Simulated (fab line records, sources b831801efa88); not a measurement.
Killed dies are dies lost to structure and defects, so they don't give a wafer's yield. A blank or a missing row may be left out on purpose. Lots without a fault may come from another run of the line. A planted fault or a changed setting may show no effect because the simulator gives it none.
fab line records | flow gf180mcu
record lots=24 wafers=72 last_day=34
route steps=602 shown V2@399 V3@453 TOP_METAL@569 PASSIVATION@598
lots that met no fault: from a run of the same line without faults
start_h: hours from the record's first day to the start of the lot's first wafer shown | wait_h: hours since the lot's step before | " the same as in the row above | L1.1+2: a row that stands for several wafers | - no value, or no start given | * or withheld: withheld | < > ~ a bound
route shown NAME@n: a module of which the file shows steps, and the number in the route of the first | usual: mean/standard deviation of fault-free wafers | same: alike in all rows | chamber/n: place in a boat | sites: the reading at each site | _std_site: their standard deviation | _edge_site: outer sites' mean less inner sites' | radius_mm: how far each site lies from the wafer's centre | mask NAME#n: copy n | behind: the tool/chamber that last shaped the wafer | hold: why the lot was held/for how many hours/how that ended | device: the transistor (n, p or np) that didn't switch | end of line: the same wafers' tests at the end of the route | a step without rows: its recipe alone | killed: dies lost to structure and defects at the first sort, not the wafer's yield | map: a wafer's dies, x killed, . not, _ none there
set.NAME: the setting as run; set.NAME@STEP: as run at that earlier step | model.NAME: the simulator's own value behind a step, which no gauge read
steps of the route over a sample of lots; a table a step, a row a wafer
services: from which hour (start_h, from the record's first day; less than 0 if before it) a tool's chamber was out of use, for how many hours, and why
## steps
# step GF_V2_ETCH_17
# recipe chemistry=C4F8/O2/Ar mask_material=KrF target=SiO2 stop_on=TiN source_w=1500 bias_w=1200 pressure_mtorr=40 c4f8_flow_sccm=withheld O2_flow_sccm=6 Ar_flow_sccm=300 time_s=withheld target_depth_a=6300
# usual bias_w=1200/3.5 oes_product_au=0.862/0.0048 rf_fwd_power_W=1493/5.3
# columns lot.wafer tool chamber start_h wait_h bias_w oes_product_au rf_fwd_power_W
L074.1 rie_diel-03 2 - - 1203 0.859 1499
L074.3 " 0 " " 1193 0.865 1483
L074.5 " 2 " " 1201 0.855 1493
L075.2 rie_diel-04 0 - - 1201 0.866 1501
L075.4 " 1 " " 1201 0.858 1484
L075.5 " 2 " " 1196 0.867 1490
L076.3 rie_diel-01 1 - - 1200 0.869 1487
L076.5 " 3 " " 1201 0.859 1496
L076.6 " 2 " " 1196 0.870 1498
L077.1 rie_diel-04 3 - - 1208 0.855 1485
L077.3 " 0 " " 1201 0.870 1495
L077.5 " 3 " " 1199 0.862 1493
L078.2 rie_diel-01 3 - - 1201 0.864 1495
L078.3 " 0 " " 1200 0.864 1491
L078.6 " 0 " " 1197 0.852 1491
L079.3 rie_diel-01 2 - - 1201 0.862 1501
L079.5 " 2 " " 1201 0.863 1502
L079.6 " 3 " " 1200 0.855 1491
L080.2 rie_diel-04 1 - - 1201 0.863 1490
L080.4 " 3 " " 1197 0.858 1492
L080.5 " 2 " " 1200 0.853 1498
L081.1 rie_diel-03 2 - - 1202 0.869 1492
L081.2 " 1 " " 1194 0.856 1497
L081.4 " 0 " " 1202 0.866 1492
L082.2 rie_diel-03 3 - - 1198 0.863 1487
L082.5 " 3 " " 1199 0.852 1486
L082.6 " 0 " " 1202 0.863 1494
L083.3 rie_diel-04 3 - - 1197 0.852 1493
L083.4 " 0 " " 1201 0.865 1495
L083.6 " 2 " " 1206 0.856 1494
L084.2 rie_diel-04 0 - - 1198 0.857 1504
L084.5 " 0 " " 1204 0.851 1498
L084.6 " 2 " " 1203 0.866 1493
L085.2 rie_diel-01 3 - - 1202 0.852 1498
L085.3 " 2 " " 1195 0.862 1502
L085.6 " 0 " " 1200 0.864 1496
L086.1 rie_diel-03 3 - - 1204 0.860 1491
L086.2 " 2 " " 1209 0.867 1495
L086.5 " 0 " " 1201 0.862 1490
L087.1 rie_diel-01 0 - - 1195 0.859 1499
L087.4 " 3 " " 1210 0.852 1499
L087.5 " 3 " " 1199 0.861 1501
L088.1 rie_diel-03 2 - - 1208 0.869 1492
L088.4 " 0 " " 1202 0.854 1492
L088.5 " 1 " " 1206 0.859 1487
L089.1 rie_diel-01 3 - - 1200 0.869 1496
L089.2 " 0 " " 1197 0.859 1494
L089.5 " 0 " " 1202 0.864 1497
L090.2 rie_diel-03 1 - - 1202 0.858 1489
L090.3 " 2 " " 1200 0.859 1492
L090.6 " 3 " " 1203 0.855 1493
L091.2 rie_diel-04 2 - - 1200 0.855 1499
L091.4 " 1 " " 1196 0.858 1497
L091.5 " 0 " " 1200 0.860 1493
L092.1 rie_diel-04 0 - - 1202 0.859 1494
L092.2 " 1 " " 1208 0.864 1493
L092.3 " 3 " " 1202 0.866 1498
L093.1 rie_diel-04 2 - - 1200 0.870 1493
L093.3 " 1 " " 1202 0.870 1494
L093.6 " 2 " " 1199 0.866 1496
L094.2 rie_diel-04 2 - - 1201 0.865 1498
L094.4 " 0 " " 1198 0.858 1490
L094.5 " 0 " " 1196 0.862 1493
L095.2 rie_diel-04 2 - - 1197 0.867 1490
L095.3 " 0 " " 1200 0.862 1504
L095.4 " 3 " " 1196 0.865 1495
L096.2 rie_diel-04 1 - - 1201 0.856 1485
L096.3 " 0 " " 1195 0.855 1509
L096.4 " 2 " " 1203 0.857 1495
L097.4 rie_diel-01 0 - - 1206 0.865 1485
L097.5 " 2 " " 1199 0.861 1504
L097.6 " 1 " " 1202 0.863 1485
# step GF_V3_RS_MEAS_24
# recipe thk_meas_gauge=four-point-probe reads=W_of_V3_CVD_23+TiN_of_V3_SPUTTER_22+Ti_of_V3_SPUTTER_21
# usual V3_W_RS=0.325/0.0043
# columns lot.wafer tool chamber start_h wait_h V3_W_RS[ohm/sq]
L074.1 film_metro-03 - 513.57 0.1 0.336
L074.3 " - " " 0.321
L074.5 " - " " 0.331
L075.2 film_metro-03 - 522.21 0.1 0.330
L075.4 " - " " 0.317
L075.5 " - " " 0.329
L076.3 film_metro-02 - 533.66 0.1 0.333
L076.5 " - " " 0.335
L076.6 " - " " 0.326
L077.1 film_metro-04 - 536.52 0.1 0.328
L077.3 " - " " 0.328
L077.5 " - " " 0.329
L078.2 film_metro-04 - 553.37 0.1 0.324
L078.3 " - " " 0.327
L078.6 " - " " 0.334
L079.3 film_metro-02 - 559.47 0.1 0.320
L079.5 " - " " 0.322
L079.6 " - " " 0.324
L080.2 film_metro-02 - 568.40 0.1 0.324
L080.4 " - " " 0.324
L080.5 " - " " 0.322
L081.1 film_metro-03 - 572.46 0.1 0.325
L081.2 " - " " 0.322
L081.4 " - " " 0.322
L082.2 film_metro-04 - 583.08 0.1 0.329
L082.5 " - " " 0.325
L082.6 " - " " 0.334
L083.3 film_metro-03 - 592.05 0.1 0.320
L083.4 " - " " 0.323
L083.6 " - " " 0.320
L084.2 film_metro-03 - 600.50 0.1 0.326
L084.5 " - " " 0.320
L084.6 " - " " 0.324
L085.2 film_metro-02 - 610.30 0.1 0.322
L085.3 " - " " 0.328
L085.6 " - " " 0.326
L086.1 film_metro-02 - 618.15 0.1 0.324
L086.2 " - " " 0.323
L086.5 " - " " 0.323
L087.1 film_metro-03 - 624.15 0.1 0.328
L087.4 " - " " 0.319
L087.5 " - " " 0.329
L088.1 film_metro-02 - 628.92 0.1 0.332
L088.4 " - " " 0.328
L088.5 " - " " 0.331
L089.1 film_metro-04 - 639.06 0.1 0.326
L089.2 " - " " 0.327
L089.5 " - " " 0.325
L090.2 film_metro-04 - 644.99 0.1 0.332
L090.3 " - " " 0.325
L090.6 " - " " 0.325
L091.2 film_metro-03 - 648.85 0.1 0.328
L091.4 " - " " 0.322
L091.5 " - " " 0.328
L092.1 film_metro-04 - 654.98 0.1 0.324
L092.2 " - " " 0.325
L092.3 " - " " 0.327
L093.1 film_metro-02 - 663.05 0.1 0.332
L093.3 " - " " 0.329
L093.6 " - " " 0.335
L094.2 film_metro-04 - 670.40 0.2 0.329
L094.4 " - " " 0.327
L094.5 " - " " 0.329
L095.2 film_metro-04 - 674.66 0.1 0.324
L095.3 " - " " 0.324
L095.4 " - " " 0.327
L096.2 film_metro-04 - 683.36 0.1 0.324
L096.3 " - " " 0.328
L096.4 " - " " 0.319
L097.4 film_metro-02 - 686.53 0.1 0.324
L097.5 " - " " 0.319
L097.6 " - " " 0.333
# step GF_TOP_METAL_SPUTTER_02
# recipe material=AlCu target_thk_nm=900 power_w=10600 chamber_pressure_pa=0.3 substrate_temp_c=250 gas=Ar time_s=47.82
# usual throttle_valve_pct=29.9/1.1
# columns lot.wafer tool chamber start_h wait_h throttle_valve_pct
L074.1 pvd_sputter-03 - 629.04 0.0 30.7
L074.3 " - " " 29.0
L074.5 " - " " 28.9
L075.2 pvd_sputter-04 - 637.24 0.0 30.2
L075.4 " - " " 29.8
L075.5 " - " " 30.6
L076.3 pvd_sputter-02 - 647.83 0.0 29.9
L076.5 " - " " 29.9
L076.6 " - " " 30.5
L077.1 pvd_sputter-04 - 648.73 0.0 30.7
L077.3 " - " " 29.7
L077.5 " - " " 29.6
L078.2 pvd_sputter-04 - 664.49 0.0 30.2
L078.3 " - " " 30.6
L078.6 " - " " 30.0
L079.3 pvd_sputter-04 - 669.15 0.0 30.5
L079.5 " - " " 27.1
L079.6 " - " " 30.8
L080.2 pvd_sputter-02 - 676.59 0.0 30.6
L080.4 " - " " 30.4
L080.5 " - " " 30.7
L081.1 pvd_sputter-04 - 680.18 0.0 30.5
L081.2 " - " " 29.7
L081.4 " - " " 27.0
L082.2 pvd_sputter-03 - 690.39 0.0 30.7
L082.5 " - " " 29.1
L082.6 " - " " 30.8
L083.3 pvd_sputter-02 - 697.34 0.0 30.5
L083.4 " - " " 29.9
L083.6 " - " " 30.6
L084.2 pvd_sputter-02 - 705.98 0.0 30.6
L084.5 " - " " 29.5
L084.6 " - " " 30.7
L085.2 pvd_sputter-04 - 713.83 0.0 29.7
L085.3 " - " " 30.4
L085.6 " - " " 30.6
L086.1 pvd_sputter-04 - 720.59 0.0 29.9
L086.2 " - " " 27.1
L086.5 " - " " 30.5
L087.1 pvd_sputter-04 - 726.31 0.0 27.4
L087.4 " - " " 29.4
L087.5 " - " " 27.3
L088.1 pvd_sputter-02 - 731.46 0.0 30.2
L088.4 " - " " 30.2
L088.5 " - " " 30.6
L089.1 pvd_sputter-02 - 739.78 0.0 29.8
L089.2 " - " " 30.6
L089.5 " - " " 29.8
L090.2 pvd_sputter-02 - 745.73 0.0 29.7
L090.3 " - " " 30.2
L090.6 " - " " 29.8
L091.2 pvd_sputter-03 - 749.05 0.0 28.5
L091.4 " - " " 31.1
L091.5 " - " " 30.6
L092.1 pvd_sputter-03 - 755.33 0.0 29.1
L092.2 " - " " 28.5
L092.3 " - " " 31.1
L093.1 pvd_sputter-04 - 758.45 0.0 29.5
L093.3 " - " " 30.4
L093.6 " - " " 30.4
L094.2 pvd_sputter-02 - 766.32 0.0 30.5
L094.4 " - " " 29.7
L094.5 " - " " 30.5
L095.2 pvd_sputter-04 - 768.89 0.0 30.7
L095.3 " - " " 27.0
L095.4 " - " " 29.6
L096.2 pvd_sputter-04 - 776.09 0.0 27.0
L096.3 " - " " 30.3
L096.4 " - " " 29.6
L097.4 pvd_sputter-02 - 780.69 0.0 30.2
L097.5 " - " " 30.0
L097.6 " - " " 30.4
# step GF_TOP_METAL_SPUTTER_04
# recipe material=TiN target_thk_nm=25 power_w=6500 time_s=20.8 chamber_pressure_pa=0.4
# usual throttle_valve_pct=29.9/1.1
# columns lot.wafer tool chamber start_h wait_h throttle_valve_pct
L074.1 pvd_sputter-03 - 629.11 0.0 30.8
L074.3 " - " " 28.8
L074.5 " - " " 29.0
L075.2 pvd_sputter-04 - 637.30 0.0 30.4
L075.4 " - " " 29.8
L075.5 " - " " 30.8
L076.3 pvd_sputter-02 - 647.89 0.0 30.1
L076.5 " - " " 29.7
L076.6 " - " " 30.2
L077.1 pvd_sputter-04 - 648.79 0.0 30.7
L077.3 " - " " 29.7
L077.5 " - " " 29.6
L078.2 pvd_sputter-04 - 664.55 0.0 30.5
L078.3 " - " " 30.8
L078.6 " - " " 29.9
L079.3 pvd_sputter-04 - 669.21 0.0 30.7
L079.5 " - " " 27.2
L079.6 " - " " 30.5
L080.2 pvd_sputter-02 - 676.65 0.0 30.8
L080.4 " - " " 30.4
L080.5 " - " " 30.2
L081.1 pvd_sputter-04 - 680.24 0.0 30.5
L081.2 " - " " 29.7
L081.4 " - " " 27.0
L082.2 pvd_sputter-03 - 690.45 0.0 30.8
L082.5 " - " " 28.9
L082.6 " - " " 30.9
L083.3 pvd_sputter-02 - 697.40 0.0 30.9
L083.4 " - " " 29.8
L083.6 " - " " 30.1
L084.2 pvd_sputter-02 - 706.04 0.0 30.5
L084.5 " - " " 29.6
L084.6 " - " " 30.3
L085.2 pvd_sputter-04 - 713.89 0.0 29.6
L085.3 " - " " 30.7
L085.6 " - " " 30.5
L086.1 pvd_sputter-04 - 720.65 0.0 29.8
L086.2 " - " " 27.3
L086.5 " - " " 30.1
L087.1 pvd_sputter-04 - 726.37 0.0 27.1
L087.4 " - " " 29.9
L087.5 " - " " 27.3
L088.1 pvd_sputter-02 - 731.52 0.0 30.5
L088.4 " - " " 29.7
L088.5 " - " " 30.6
L089.1 pvd_sputter-02 - 739.84 0.0 30.2
L089.2 " - " " 30.5
L089.5 " - " " 29.8
L090.2 pvd_sputter-02 - 745.79 0.0 29.6
L090.3 " - " " 30.5
L090.6 " - " " 30.2
L091.2 pvd_sputter-03 - 749.11 0.0 28.5
L091.4 " - " " 31.0
L091.5 " - " " 30.6
L092.1 pvd_sputter-03 - 755.39 0.0 29.2
L092.2 " - " " 28.2
L092.3 " - " " 30.9
L093.1 pvd_sputter-04 - 758.51 0.0 29.5
L093.3 " - " " 30.5
L093.6 " - " " 30.3
L094.2 pvd_sputter-02 - 766.38 0.0 30.5
L094.4 " - " " 29.9
L094.5 " - " " 30.6
L095.2 pvd_sputter-04 - 768.95 0.0 30.7
L095.3 " - " " 27.0
L095.4 " - " " 29.7
L096.2 pvd_sputter-04 - 776.16 0.0 27.0
L096.3 " - " " 30.4
L096.4 " - " " 29.8
L097.4 pvd_sputter-02 - 780.76 0.0 30.3
L097.5 " - " " 30.1
L097.6 " - " " 30.5
# step GF_TOP_METAL_STRIP_17
# recipe chemistry=O2/N2 power_w=1400 pressure_mtorr=1500 platen_temp_c=250 o2_flow_sccm=3000 n2_flow_sccm=300 overash_fraction=0.5
# usual drypump_motor_current_A=5.56/0.3 heater_power_w=360/27 oes_product_au=0.711/0.0048 strip_time_to_endpoint_s=13.11/0.094
# same overash_fraction=0.5
# columns lot.wafer tool chamber start_h wait_h drypump_motor_current_A heater_power_w oes_product_au rf_hours_counter_h strip_time_to_endpoint_s
L074.1 plasma_asher-04 1 649.39 0.1 5.58 358 0.705 54 13.15
L074.3 " 0 " " 5.69 419 0.723 - 13.11
L074.5 " 1 " " 5.60 360 0.714 - 13.09
L075.2 plasma_asher-01 1 656.87 0.1 5.73 334 0.704 23 13.08
L075.4 " 1 " " 5.74 331 0.706 - 13.02
L075.5 " 0 " " 5.07 357 0.704 - 13.02
L076.3 plasma_asher-04 1 667.45 0.1 5.61 371 0.712 - 13.06
L076.5 " 1 " " 5.57 356 0.704 - 12.99
L076.6 " 0 " " 5.70 418 0.707 - 13.11
L077.1 plasma_asher-01 1 668.48 0.1 5.73 337 0.718 24 13.21
L077.3 " 0 " " 5.07 357 0.703 - 13.14
L077.5 " 1 " " 5.73 328 0.712 - 13.18
L078.2 plasma_asher-01 1 684.03 0.1 5.72 331 0.700 26 12.92
L078.3 " 1 " " 5.72 336 0.717 - 12.97
L078.6 " 0 " " 5.03 356 0.719 - 12.92
L079.3 plasma_asher-02 1 688.77 0.2 6.10 343 0.710 - 13.10
L079.5 " 1 " " 6.09 335 0.703 - 13.16
L079.6 " 0 " " 5.41 366 0.724 - 13.14
L080.2 plasma_asher-04 0 696.02 0.1 5.69 409 0.715 59 13.04
L080.4 " 1 " " 5.60 355 0.712 - 13.12
L080.5 " 1 " " 5.61 349 0.710 - 13.13
L081.1 plasma_asher-01 1 699.12 0.3 5.72 323 0.709 27 13.23
L081.2 " 0 " " 5.05 360 0.707 27 13.26
L081.4 " 1 " " 5.72 330 0.710 - 13.14
L082.2 plasma_asher-04 1 709.37 0.3 5.56 359 0.714 61 13.18
L082.5 " 0 " " 5.70 407 0.701 - 13.21
L082.6 " 1 " " 5.57 352 0.708 - 13.23
L083.3 plasma_asher-01 0 717.08 0.3 5.08 348 0.709 - 13.15
L083.4 " 1 " " 5.71 330 0.718 - 13.17
L083.6 " 0 " " 5.09 350 0.711 - 13.21
L084.2 plasma_asher-04 0 724.24 0.1 5.71 412 0.708 62 12.99
L084.5 " 1 " " 5.58 355 0.706 - 12.96
L084.6 " 0 " " 5.69 415 0.717 - 13.06
L085.2 plasma_asher-02 1 731.93 0.1 6.06 337 0.714 98 12.94
L085.3 " 0 " " 5.41 365 0.711 - 12.98
L085.6 " 0 " " 5.41 358 0.705 - 12.94
L086.1 plasma_asher-01 1 737.88 0.1 5.72 326 0.710 32 13.12
L086.2 " 0 " " 5.03 352 0.710 32 13.27
L086.5 " 0 " " 5.06 358 0.709 - 13.14
L087.1 plasma_asher-01 1 744.28 0.1 5.71 331 0.713 33 13.08
L087.4 " 1 " " 5.71 336 0.705 - 13.09
L087.5 " 0 " " 5.10 339 0.710 - 13.15
L088.1 plasma_asher-04 1 748.97 0.1 5.62 358 0.712 65 13.14
L088.4 " 1 " " 5.62 357 0.706 - 13.06
L088.5 " 0 " " 5.71 415 0.707 - 13.10
L089.1 plasma_asher-01 1 756.19 0.3 5.72 328 0.705 34 13.23
L089.2 " 0 " " 5.07 347 0.717 34 13.21
L089.5 " 1 " " 5.73 329 0.705 - 13.22
L090.2 plasma_asher-02 0 762.57 0.1 5.43 364 0.706 101 13.13
L090.3 " 1 " " 6.05 335 0.713 - 13.16
L090.6 " 1 " " 6.06 338 0.705 - 13.09
L091.2 plasma_asher-04 0 766.27 0.1 5.69 413 0.703 67 13.26
L091.4 " 1 " " 5.59 359 0.710 - 13.18
L091.5 " 1 " " 5.59 363 0.710 - 13.15
L092.1 plasma_asher-02 0 771.65 0.1 5.39 361 0.714 102 12.97
L092.2 " 1 " " 6.04 339 0.712 102 13.06
L092.3 " 0 " " 5.39 368 0.710 - 13.10
L093.1 plasma_asher-01 0 774.48 0.1 5.08 354 0.700 36 13.18
L093.3 " 1 " " 5.72 332 0.703 - 13.21
L093.6 " 0 " " 5.04 348 0.710 - 13.18
L094.2 plasma_asher-02 1 782.38 0.1 6.10 333 0.710 103 13.01
L094.4 " 0 " " 5.39 364 0.715 - 13.12
L094.5 " 0 " " 5.43 368 0.714 - 13.10
L095.2 plasma_asher-04 1 784.98 0.1 5.58 367 0.713 69 13.20
L095.3 " 0 " " 5.71 410 0.711 - 13.19
L095.4 " 1 " " 5.59 363 0.711 - 13.08
L096.2 plasma_asher-01 0 791.75 0.1 5.11 345 0.713 38 13.15
L096.3 " 1 " " 5.72 329 0.709 - 13.06
L096.4 " 0 " " 5.07 355 0.704 - 13.19
L097.4 plasma_asher-04 0 796.83 0.1 5.71 414 0.711 - 13.09
L097.5 " 1 " " 5.58 354 0.721 - 13.16
L097.6 " 0 " " 5.71 419 0.711 - 13.06
# step GF_PASSIVATION_ETCH_11
# recipe chemistry=CF4/O2 target_depth_nm=2040 stop_on=TiN source_w=800 bias_w=150 pressure_mtorr=150 cf4_flow_sccm=80 O2_flow_sccm=10 time_s=453.3
# usual bias_w=150.0/0.45 drypump_motor_current_A=5.76/0.28 oes_product_au=0.989/0.0084 rf_fwd_power_W=798.7/2.5 throttle_valve_pct=5.967/0.008
# columns lot.wafer tool chamber start_h wait_h bias_w drypump_motor_current_A oes_product_au rf_fwd_power_W rf_hours_counter_h throttle_valve_pct
L074.1 rie_diel-03 2 670.02 - 150.7 6.02 0.986 806.1 16 5.975
L074.3 " 3 " " 150.0 5.40 0.993 794.4 19 5.973
L074.5 " 1 " " 150.0 6.42 0.989 799.3 - 5.976
L075.2 rie_diel-02 2 676.72 - 150.4 5.73 0.973 801.8 15 5.956
L075.4 " 0 " " 149.7 5.35 0.985 798.8 7 5.969
L075.5 " 1 " " 149.9 5.56 0.994 799.3 - 5.980
L076.3 rie_diel-02 3 687.27 - 150.2 5.89 0.992 799.9 5 5.969
L076.5 " 3 " " 150.1 5.89 0.994 797.4 - 5.965
L076.6 " 2 " " 149.6 5.77 0.970 801.5 - 5.961
L077.1 rie_diel-02 0 688.55 - 149.8 5.36 0.979 797.9 8 5.963
L077.3 " 3 " " 149.9 5.88 0.993 799.9 5 5.963
L077.5 " 3 " " 150.3 5.91 1.003 798.9 - 5.960
L078.2 rie_diel-03 2 703.36 - 149.9 6.01 0.988 800.8 17 5.969
L078.3 " 1 " " 149.5 6.43 0.991 796.6 27 5.975
L078.6 " 2 " " 150.4 6.02 0.997 794.6 - 5.973
L079.3 rie_diel-02 0 707.62 - 150.4 5.38 0.986 792.5 9 5.969
L079.5 " 1 " " 149.8 5.55 0.996 796.1 - 5.968
L079.6 " 0 " " 150.7 5.36 0.994 795.5 - 5.959
L080.2 rie_diel-01 0 714.56 - 149.9 5.69 0.987 798.5 26 5.973
L080.4 " 0 " " 150.4 5.70 0.997 798.1 - 5.955
L080.5 " 1 " " 149.8 5.85 0.994 795.4 - 5.962
L081.1 rie_diel-01 0 718.11 - 150.4 5.72 0.992 794.7 27 5.967
L081.2 " 1 " " 150.4 5.85 0.982 798.8 62 5.964
L081.4 " 3 " " 149.8 5.72 0.983 799.8 - 5.973
L082.2 rie_diel-02 2 727.65 - 150.4 5.78 0.981 803.8 17 5.973
L082.5 " 0 " " 150.8 5.36 0.979 803.7 - 5.964
L082.6 " 3 " " 149.8 5.88 0.994 796.8 - 5.968
L083.3 rie_diel-02 0 735.50 - 149.4 5.35 0.982 798.9 - 5.959
L083.4 " 3 " " 150.0 5.88 0.999 796.9 - 5.979
L083.6 " 0 " " 149.4 5.36 0.977 798.9 - 5.956
L084.2 rie_diel-02 1 741.86 - 149.5 5.57 0.999 800.4 14 5.976
L084.5 " 1 " " 150.0 5.55 1.005 797.0 - 5.972
L084.6 " 0 " " 150.3 5.35 0.988 798.4 - 5.970
L085.2 rie_diel-01 0 749.66 - 149.7 5.67 0.991 799.8 28 5.973
L085.3 " 1 " " 150.7 5.84 0.984 797.1 0 5.957
L085.6 " 0 " " 150.2 5.70 0.981 797.2 - 5.973
L086.1 rie_diel-02 1 755.67 - 149.7 5.55 0.982 799.2 15 5.961
L086.2 " 3 " " 149.8 5.85 1.008 796.2 9 5.973
L086.5 " 0 " " 149.3 5.37 0.974 794.1 - 5.956
L087.1 rie_diel-03 2 761.96 - 150.4 6.01 0.995 801.9 20 5.973
L087.4 " 3 " " 150.3 5.45 0.992 801.1 23 5.962
L087.5 " 1 " " 149.8 6.45 0.984 795.9 - 5.963
L088.1 rie_diel-03 3 766.26 - 149.9 5.40 0.990 796.1 23 5.968
L088.4 " 2 " " 150.0 6.01 0.992 801.9 20 5.980
L088.5 " 2 " " 150.5 6.02 1.001 801.3 - 5.977
L089.1 rie_diel-02 0 773.42 - 149.7 5.36 0.970 796.4 12 5.963
L089.2 " 1 " " 150.3 5.57 0.997 800.6 16 5.976
L089.5 " 2 " " 149.5 5.77 0.976 795.4 - 5.965
L090.2 rie_diel-03 3 779.20 - 149.5 5.43 0.991 796.1 24 5.965
L090.3 " 2 " " 150.8 6.04 0.993 800.6 21 5.966
L090.6 " 1 " " 150.5 6.43 0.987 797.6 - 5.975
L091.2 rie_diel-01 1 782.75 - 150.0 5.85 0.980 797.8 2 5.955
L091.4 " 2 " " 149.8 6.04 0.985 799.0 3 5.987
L091.5 " 0 " " 150.0 5.67 0.994 800.9 - 5.963
L092.1 rie_diel-01 1 788.26 - 150.3 5.84 0.988 795.6 3 5.968
L092.2 " 0 " " 149.7 5.72 0.992 797.0 31 5.979
L092.3 " 3 " " 149.9 5.73 0.994 799.1 1 5.971
L093.1 rie_diel-01 2 790.82 - 149.6 6.04 0.991 800.0 4 5.967
L093.3 " 1 " " 149.6 5.82 0.977 792.4 3 5.959
L093.6 " 2 " " 149.2 6.03 0.984 799.1 - 5.980
L094.2 rie_diel-03 0 798.25 - 149.3 5.61 0.985 798.9 3 5.971
L094.4 " 3 " " 149.3 5.41 0.986 798.8 25 5.974
L094.5 " 0 " " 149.5 5.60 0.996 797.7 - 5.984
L095.2 rie_diel-01 1 800.87 - 149.3 5.83 0.980 802.1 4 5.957
L095.3 " 0 " " 148.7 5.72 1.000 801.9 32 5.965
L095.4 " 3 " " 150.1 5.71 0.991 795.8 2 5.981
L096.2 rie_diel-02 3 807.17 - 149.5 5.91 0.993 801.5 11 5.964
L096.3 " 0 " " 149.7 5.39 0.989 801.8 14 5.966
L096.4 " 1 " " 149.5 5.57 0.992 800.7 17 5.972
L097.4 rie_diel-01 3 811.86 - 149.5 5.72 0.982 795.2 3 5.967
L097.5 " 1 " " 150.5 5.85 0.986 796.6 - 5.956
L097.6 " 0 " " 150.0 5.70 0.988 798.9 - 5.964
## services
# columns tool chamber start_h hours kind
rie_diel-01 2 444.19 3.7 repair
rie_diel-04 1 444.60 15.0 repair
rie_diel-03 3 458.28 6.6 repair
rie_diel-03 - 463.13 14.6 pm
rie_diel-04 1 482.30 10.7 repair
rie_diel-01 2 501.54 3.5 repair
rie_diel-01 1 508.60 9.1 repair
rie_diel-01 - 512.23 2.8 pm
rie_diel-01 - 522.49 28.1 pm
pvd_sputter-02 - 532.31 4.7 repair
rie_diel-04 0 547.73 4.0 repair
rie_diel-04 3 548.91 16.3 repair
rie_diel-01 - 550.59 4.3 pm
rie_diel-04 2 586.77 4.5 repair
rie_diel-01 - 611.24 0.2 repair
rie_diel-04 3 615.60 5.8 repair
pvd_sputter-02 - 626.89 1.2 repair
pvd_sputter-04 - 643.78 1.3 repair
rie_diel-01 1 651.83 9.3 repair
rie_diel-04 2 656.98 8.0 repair
rie_diel-03 - 696.77 0.6 repair
rie_diel-01 1 704.68 5.8 repair
rie_diel-03 3 756.24 2.5 repair
pvd_sputter-02 - 784.22 5.0 repair
## key
fault none
